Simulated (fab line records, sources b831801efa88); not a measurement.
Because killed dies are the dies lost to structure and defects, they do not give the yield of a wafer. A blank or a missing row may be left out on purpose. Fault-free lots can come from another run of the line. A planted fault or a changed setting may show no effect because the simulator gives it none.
fab line records -- flow sky130 -- part 2 of 2: steps 25 to 36 of 36
[record] lots = 5, wafers = 15, last_day = 50
route steps=708 shown FIELD_ISO@8 NWELL@32 DNWELL@35
lots that met no fault: from a run of the same line without faults
start_h: the number of hours between the record's first day and the start of the first shown wafer of the lot -- wait_h: time in hours since the lot's previous step -- " unchanged from the row above -- L1.1+2: one row covering several wafers at once -- - no value present, or no start provided -- * or withheld: withheld -- < > ~ a bound
route shown NAME@n: names a module that has steps shown in the file, with the first one's number in the route -- usual: mean/standard deviation taken from wafers without a fault -- same: alike in all rows -- chamber/n: place in a boat -- sites: per-site readings -- _std_site: standard deviation of those values -- _edge_site: mean of outer sites minus mean of inner sites -- radius_mm: how far each site lies from the wafer's centre -- mask NAME#n: copy n -- behind: the tool/chamber that last shaped the wafer -- hold: cause of the lot's hold/its duration in hours/its outcome -- device: which transistor (n, p or np) failed to switch -- end of line: the same wafers' tests at the end of the route -- where a step has no rows: the recipe by itself -- killed: dies that structure and defects cost at the first sort, which is not the same as the wafer's yield -- map: per-die view of a wafer (x killed, . not killed, _ where there is no die)
set.NAME: the run value of the setting; set.NAME@STEP: its run value at that earlier step -- model.NAME: the simulator's own value behind a step, which no gauge read
lots at selected steps of the route; one table per step, one row per wafer
services: the hour from which a tool's chamber was out of use, counted from the record's first day as start_h (under 0 if before that day), plus the number of hours and why
[[steps]]
[step SKY_NWELL_CLEAN_00]
[recipe] chemistry = SC1/SC2, mix = 1:4:20, temp_c = 70, time_s = 150, dry = n2_spin
[usual] bath_guard_temp_C = 69.9/0.36, bath_heat_duty_pct = 13.5/1.8
lot.wafer,tool,chamber,start_h,wait_h,bath_guard_temp_C,bath_heat_duty_pct
L082.1,wet_bench-04,1,74.50,0.0,70.2,13.4
L082.4,wet_bench-04,1,74.50,0.0,70.2,14.1
L082.5,wet_bench-04,1,74.50,0.0,70.1,14.3
L083.1,wet_bench-01,2,80.21,0.0,69.8,13.6
L083.2,wet_bench-01,2,80.21,0.0,69.8,12.6
L083.5,wet_bench-01,2,80.21,0.0,70.1,13.8
L086.1,wet_bench-02,0,96.95,0.0,69.9,11.9
L086.4,wet_bench-02,0,96.95,0.0,70.1,11.9
L086.5,wet_bench-02,0,96.95,0.0,70.0,11.3
L091.2,wet_bench-01,2,126.12,0.0,69.9,13.9
L091.5,wet_bench-01,2,126.12,0.0,70.0,14.3
L091.6,wet_bench-01,2,126.12,0.0,70.1,12.8
L095.2,wet_bench-04,0,144.62,0.0,70.1,11.1
L095.3,wet_bench-04,0,144.62,0.0,69.6,11.3
L095.6,wet_bench-04,0,144.62,0.0,69.9,10.7
[step SKY_NWELL_OXIDATION_01]
[recipe] temp_c = 900, ambient = O2, stabilise_s = 600, purge_s = 300, target_thk_a = 100, ox_time_s = 1418
[usual] spike_tc_centre_C = 899.8/1.2
lot.wafer,tool,chamber,start_h,wait_h,spike_tc_centre_C
L082.1,furnace-01,0,74.59,0.0,900.5
L082.4,furnace-01,0,74.59,0.0,899.3
L082.5,furnace-01,0,74.59,0.0,897.8
L083.1,furnace-02,0,80.31,0.0,901.1
L083.2,furnace-02,0,80.31,0.0,900.5
L083.5,furnace-02,0,80.31,0.0,900.6
L086.1,furnace-02,0,98.73,1.7,899.8
L086.4,furnace-02,0,98.73,1.7,902.0
L086.5,furnace-02,0,98.73,1.7,900.3
L091.2,furnace-02,0,127.46,1.3,900.6
L091.5,furnace-02,0,127.46,1.3,901.9
L091.6,furnace-02,0,127.46,1.3,900.6
L095.2,furnace-01,0,144.68,0.0,899.3
L095.3,furnace-01,0,144.68,0.0,897.7
L095.6,furnace-01,0,144.68,0.0,899.3
[step SKY_NWELL_THK_MEAS_02]
[recipe] reads = SiO2_of_NWELL_OXIDATION_01
[usual] NWELL_OXIDATION_THK = 10.06/0.22
lot.wafer,tool,chamber,start_h,wait_h,NWELL_OXIDATION_THK[nm]
L082.1,film_metro-02,-,75.99,0.0,9.85
L082.4,film_metro-02,-,75.99,0.0,10.09
L082.5,film_metro-02,-,75.99,0.0,10.17
L083.1,film_metro-02,-,81.71,0.0,10.51
L083.2,film_metro-02,-,81.71,0.0,10.49
L083.5,film_metro-02,-,81.71,0.0,10.32
L086.1,film_metro-02,-,100.12,0.0,9.74
L086.4,film_metro-02,-,100.12,0.0,9.99
L086.5,film_metro-02,-,100.12,0.0,10.01
L091.2,film_metro-02,-,128.87,0.0,10.04
L091.5,film_metro-02,-,128.87,0.0,10.04
L091.6,film_metro-02,-,128.87,0.0,10.15
L095.2,film_metro-04,-,146.08,0.0,9.85
L095.3,film_metro-04,-,146.08,0.0,10.04
L095.6,film_metro-04,-,146.08,0.0,9.81
[step SKY_DNWELL_DEHYDRATE_00]
[recipe] temp_c = 200, time_s = 60
[usual] heater_power_total_W = 160.36/0.12
lot.wafer,tool,chamber,start_h,wait_h,heater_power_total_W
L082.1,litho_track-01,0,84.13,8.1,160.37
L082.4,litho_track-01,0,84.13,8.1,160.40
L082.5,litho_track-01,0,84.13,8.1,160.30
L083.1,litho_track-03,0,89.51,7.8,160.43
L083.2,litho_track-03,0,89.51,7.8,160.28
L083.5,litho_track-03,0,89.51,7.8,160.59
L086.1,litho_track-02,0,108.59,8.5,160.59
L086.4,litho_track-02,0,108.59,8.5,160.28
L086.5,litho_track-02,0,108.59,8.5,160.13
L091.2,litho_track-03,0,137.59,8.7,160.37
L091.5,litho_track-03,0,137.59,8.7,160.61
L091.6,litho_track-03,0,137.59,8.7,160.69
L095.2,litho_track-01,0,155.36,9.3,160.56
L095.3,litho_track-01,0,155.36,9.3,160.47
L095.6,litho_track-01,0,155.36,9.3,160.28
[step SKY_DNWELL_HMDS_01]
[recipe] prime_time_s = 60, prime_temp_c = 120
lot.wafer,tool,chamber,start_h,wait_h
L082.1+4+5,litho_track-01,0,84.28,0.1
L083.1+2+5,litho_track-03,0,89.66,0.1
L086.1+4+5,litho_track-02,0,108.74,0.1
L091.2+5+6,litho_track-03,0,137.74,0.1
L095.2+3+6,litho_track-01,0,155.51,0.1
[step SKY_DNWELL_COAT_02]
[recipe] spin_rpm = 2000, resist_thk_nm = 3000
lot.wafer,tool,chamber,start_h,wait_h
L082.1+4+5,litho_track-01,0,84.43,0.1
L083.1+2+5,litho_track-03,0,89.81,0.1
L086.1+4+5,litho_track-02,0,108.89,0.1
L091.2+5+6,litho_track-03,0,137.89,0.1
L095.2+3+6,litho_track-01,0,155.66,0.1
[step SKY_DNWELL_SOFTBAKE_03]
[recipe] temp_c = 110, time_s = withheld
[usual] heater_power_total_W = 65.32/0.12
lot.wafer,tool,chamber,start_h,wait_h,heater_power_total_W
L082.1,litho_track-01,0,84.58,0.1,65.21
L082.4,litho_track-01,0,84.58,0.1,65.13
L082.5,litho_track-01,0,84.58,0.1,65.34
L083.1,litho_track-03,0,89.96,0.1,65.40
L083.2,litho_track-03,0,89.96,0.1,65.29
L083.5,litho_track-03,0,89.96,0.1,65.21
L086.1,litho_track-02,0,109.04,0.1,65.48
L086.4,litho_track-02,0,109.04,0.1,65.29
L086.5,litho_track-02,0,109.04,0.1,65.24
L091.2,litho_track-03,0,138.04,0.1,65.18
L091.5,litho_track-03,0,138.04,0.1,65.31
L091.6,litho_track-03,0,138.04,0.1,65.14
L095.2,litho_track-01,0,155.82,0.1,65.44
L095.3,litho_track-01,0,155.82,0.1,65.37
L095.6,litho_track-01,0,155.82,0.1,65.43
[step SKY_DNWELL_EXPOSE_04]
[recipe] mask_id = DNM, na = 0.57, target_cd_nm = 3000, dose_mj = 222
lot.wafer,tool,chamber,start_h,wait_h,mask
L082.1+4+5,iline_stepper-02,0,-,-,DNM#0
L083.1+2+5,iline_stepper-02,0,-,-,DNM#0
L086.1+4+5,iline_stepper-02,0,-,-,DNM#0
L091.2+5+6,iline_stepper-01,0,-,-,DNM#0
L095.2+3+6,iline_stepper-02,0,-,-,DNM#0
[step SKY_DNWELL_PEB_05]
[recipe] temp_c = 115, time_s = withheld
[usual] heater_power_total_W = 69.35/0.14
lot.wafer,tool,chamber,start_h,wait_h,heater_power_total_W
L082.1,litho_track-01,0,-,-,69.13
L082.4,litho_track-01,0,-,-,69.38
L082.5,litho_track-01,0,-,-,69.15
L083.1,litho_track-03,0,-,-,69.17
L083.2,litho_track-03,0,-,-,69.17
L083.5,litho_track-03,0,-,-,69.47
L086.1,litho_track-02,0,-,-,69.27
L086.4,litho_track-02,0,-,-,69.52
L086.5,litho_track-02,0,-,-,69.29
L091.2,litho_track-01,0,-,-,69.48
L091.5,litho_track-01,0,-,-,69.29
L091.6,litho_track-01,0,-,-,69.10
L095.2,litho_track-02,0,-,-,69.37
L095.3,litho_track-02,0,-,-,69.06
L095.6,litho_track-02,0,-,-,69.48
[step SKY_DNWELL_DEVELOP_06]
[recipe] wall_angle_deg = 90, developer = TMAH, develop_time_s = 60, dev_temp_c = 23
lot.wafer,tool,chamber,start_h,wait_h
L082.1+4+5,litho_track-01,0,-,-
L083.1+2+5,litho_track-03,0,-,-
L086.1+4+5,litho_track-02,0,-,-
L091.2+5+6,litho_track-01,0,-,-
L095.2+3+6,litho_track-02,0,-,-
[step SKY_DNWELL_IMPLANT_07]
[recipe] species = P, energy_kev = withheld, dose_cm2 = withheld, tilt_deg = withheld
lot.wafer,tool,chamber,start_h,wait_h
L082.1+4+5,implanter-04,0,93.58,-
L083.1+2+5,implanter-02,0,98.91,-
L086.1+4+5,implanter-03,0,118.39,-
L091.2+5+6,implanter-03,0,148.61,-
L095.2+3+6,implanter-02,0,165.77,-
[step SKY_DNWELL_STRIP_08]
[recipe] chemistry = O2/N2, power_w = 1400, pressure_mtorr = 1500, platen_temp_c = withheld, o2_flow_sccm = 3000, n2_flow_sccm = 300, overash_fraction = 0.5
[usual] drypump_motor_current_A = 5.31/0.19, oes_product_au = 0.723/0.0044, strip_time_to_endpoint_s = 36.94/0.11
lot.wafer,tool,chamber,start_h,wait_h,drypump_motor_current_A,oes_product_au,rf_hours_counter_h,strip_time_to_endpoint_s
L082.1,plasma_asher-02,0,93.73,0.1,5.31,0.727,42,37.05
L082.4,plasma_asher-02,1,93.73,0.1,5.40,0.726,-,36.99
L082.5,plasma_asher-02,1,93.73,0.1,5.38,0.724,-,37.19
L083.1,plasma_asher-03,1,99.06,0.1,5.56,0.718,42,36.93
L083.2,plasma_asher-03,0,99.06,0.1,5.35,0.721,42,36.94
L083.5,plasma_asher-03,0,99.06,0.1,5.36,0.729,-,36.92
L086.1,plasma_asher-03,0,118.54,0.1,5.36,0.730,45,37.00
L086.4,plasma_asher-03,0,118.54,0.1,5.34,0.725,-,36.93
L086.5,plasma_asher-03,0,118.54,0.1,5.35,0.722,-,36.97
L091.2,plasma_asher-04,0,148.73,0.1,5.46,0.721,34,37.08
L091.5,plasma_asher-04,1,148.73,0.1,4.94,0.725,-,37.12
L091.6,plasma_asher-04,0,148.73,0.1,5.46,0.722,-,37.14
L095.2,plasma_asher-02,0,165.89,0.1,5.31,0.724,48,36.75
L095.3,plasma_asher-02,1,165.89,0.1,5.37,0.725,-,36.86
L095.6,plasma_asher-02,1,165.89,0.1,5.37,0.725,-,36.88
[[services]]
tool,chamber,start_h,hours,kind
hdpcvd-01,2,40.06,16.1,repair
hdpcvd-02,0,44.14,14.5,repair
iline_stepper-02,-,46.27,1.7,pm
cmp-02,-,64.00,4.0,pm
hdpcvd-02,-,66.75,15.0,pm
krf_scanner-01,-,67.33,4.4,pm
cmp-02,-,75.55,1.6,repair
hdpcvd-01,-,81.75,2.8,pm
plasma_asher-03,-,92.37,1.6,repair
plasma_asher-02,-,106.92,14.6,pm
hdpcvd-01,0,108.92,4.7,repair
wet_bench-02,-,113.76,2.7,repair
wet_bench-04,-,119.02,1.8,repair
iline_stepper-02,-,120.98,1.9,repair
cmp-01,-,124.21,4.9,pm
krf_scanner-01,-,126.04,0.4,repair
rie_si-02,2,127.74,4.9,repair
cmp-01,-,130.41,3.8,repair
wet_bench-04,-,132.69,1.9,pm
furnace-02,-,141.07,3.0,pm
krf_scanner-01,-,141.17,1.3,pm
krf_scanner-01,-,148.28,1.0,pm
furnace-02,-,155.39,10.0,repair
furnace-02,-,165.40,2.9,pm
